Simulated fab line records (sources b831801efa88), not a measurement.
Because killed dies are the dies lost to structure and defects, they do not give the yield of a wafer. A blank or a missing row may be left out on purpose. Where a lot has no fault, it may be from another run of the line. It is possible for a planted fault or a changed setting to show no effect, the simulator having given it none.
A struck lot beside a sound one	flow sky130	15 out of 708 route steps
Sound: the wafers L440.2, L440.4, L440.6. Wafers struck: L445.3, L445.5, L445.6. The cause comes at the end.
Each step with rows lists, per side, the tool, then ch with its chambers, then its first start. Under that, the readings that differ: sound wafers	struck wafers	difference of the means	sigmas: that difference in standard deviations of wafers without a fault.
alike: same words and numbers on both sides, and readings whose means sit less than 2 such deviations apart. not compared: any withheld reading, any reading some wafer has no value for, any bound like >300 that may hide the same value, and any number with overlapping values for which the record gives no deviation.
The two part at a step that has a row with sigmas, a row that says differs or no value, or rows on one side only. Non-overlapping numbers with no deviation appear without sigmas and do not part them. A reading missing from all wafers of one side parts the sides only when that side holds two or more wafers.

SKY_LDD_HVP_OVL_MEAS_07:
  struck on overlay-01, day 23 15:12; sound on overlay-01, day 21 15:50
  alike: LDD_HVP_OVL
next, for these wafers, 1 step has no rows: SKY_LDD_HVP_IMPLANT_08.
SKY_LDD_HVP_STRIP_09: strips in O2/N2.
  sound on plasmaAsher-04 ch 0,1, day 21 16:02; struck on plasmaAsher-01 ch 0,1, day 23 15:25
  alike: drypumpMotorCurrentA, oesProductAu, stripTimeToEndpointS
  not compared: rfHoursCounterH
SKY_LDD_HVP_TW_MEAS_10:
  struck on filmMetro-03, day 23 15:29; sound on filmMetro-03, day 21 16:09
  alike: LDD_HVP_TW
then, 7 steps without rows for these wafers: SKY_LDD_LDN_DEHYDRATE_00 (time 60 s); SKY_LDD_LDN_HMDS_01 (prime time 60 s); SKY_LDD_LDN_COAT_02 (resist thk 1140 nm); SKY_LDD_LDN_SOFTBAKE_03 (time 60 s); SKY_LDD_LDN_EXPOSE_04 (exposes mask LDNTM, target cd 700 nm); SKY_LDD_LDN_PEB_05; SKY_LDD_LDN_DEVELOP_06 (develop time 60 s).
SKY_LDD_LDN_OVL_MEAS_07:
  struck on overlay-02, day 24 20:34; sound on overlay-01, day 22 22:30
  alike: LDD_LDN_OVL
SKY_LDD_LDN_IMPLANT_08:
  sound on implanter-03 ch 0, day 22 22:33; struck on implanter-02 ch 0, day 24 20:38
reading	sound	struck	difference	sigmas
beamEnergyKeV	14.998 14.996 15.000	20.414 20.406 20.412	+5.413	+99 or more
model.implant.rpNm (nm)	13.01 13.01 13.01	15.39 15.39 15.39	+2.38	
model.implant.drpNm (nm)	5.933 5.933 5.933	7.312 7.312 7.312	+1.379	
  alike: beamOnS
next, for these wafers, 1 step has no rows: SKY_LDD_LDN_IMPLANT_09.
-- here the record skips 23 days between the struck wafers' starts before and after, leaving off in module LDD_LDN and picking up in module PAD_OPEN (first step shown: number 708 of the route) --
SKY_PAD_OPEN_PROBE_99:
  struck on prober-01, day 47 09:19; sound on prober-02, day 45 22:34
reading	sound	struck	difference	sigmas
model.etest.tipSonos.rsOhmSq	2623 2664 2656	2404 2448 2441	-217	
  alike: killed_at_M0_to_M3, killed_at_M4_up, killedAtContacts, killedAtFrontEnd, killedAtOther, killedDies, killedOpen, killedShort

WHERE THEY PART
At SKY_LDD_LDN_IMPLANT_08 and nowhere else, as far as this record goes. Later steps at which nothing parts them and some readings are alike: SKY_PAD_OPEN_PROBE_99.

WHY: what had been put in by the simulator
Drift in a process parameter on implanter-02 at SKY_LDD_LDN_IMPLANT_08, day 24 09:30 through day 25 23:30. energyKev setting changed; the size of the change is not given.
